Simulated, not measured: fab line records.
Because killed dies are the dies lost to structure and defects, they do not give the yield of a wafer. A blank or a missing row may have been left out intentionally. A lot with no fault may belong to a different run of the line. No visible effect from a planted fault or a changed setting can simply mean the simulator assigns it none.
Chamber matching -- flow gf180mcu -- GF_PASSIVATION_CVD_00 on pecvd-03 has 3 sister chambers
The step deposits SiO2 from TEOS, target thk 1000 nm, time 111.95 s. 6 wafers are shown with their chamber, then 7 later ones without.

WAFERS WITH THEIR CHAMBER
wafer,chamber,heater_power_w (W)
L464.6,0,672
L465.4,0,657
L478.2,2,630
L478.4,1,652
L479.1,1,653
L479.4,2,591

WAFERS WITH NO CHAMBER GIVEN
wafer,heater_power_w (W)
L479.5,518
L480.2,533
L480.5,598
L480.6,500
L482.1,665
L482.2,634
L482.3,589

CHAMBER TAKEN BY EACH
wafer,from the rows above,in truth
L479.5,2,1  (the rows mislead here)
L480.2,2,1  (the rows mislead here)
L480.5,2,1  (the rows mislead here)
L480.6,2,2
L482.1,can't be placed: 0 or 1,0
L482.2,can't be placed: 1 or 2 or 0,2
L482.3,2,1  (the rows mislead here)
Correctly placed: 1 of 7. Can't be placed from these rows: 2 (the true chamber is among the candidates in 2). Number placed wrongly: 4.
How it was worked out, from the rows above alone: a wafer's distance from a chamber is the root of the sum, over the readings, of the square of ((its reading less the chamber's mean) divided by the reading's scatter). If the next closest chamber is less than 2 further off than the closest, the wafer can't be placed; otherwise it belongs to the closest. The mean given for a chamber averages the wafers shown for that chamber. How the scatter is found: for the shown wafers, subtract from each reading the mean of its chamber, square and add these, divide the total by (wafers less chambers), then take the root.
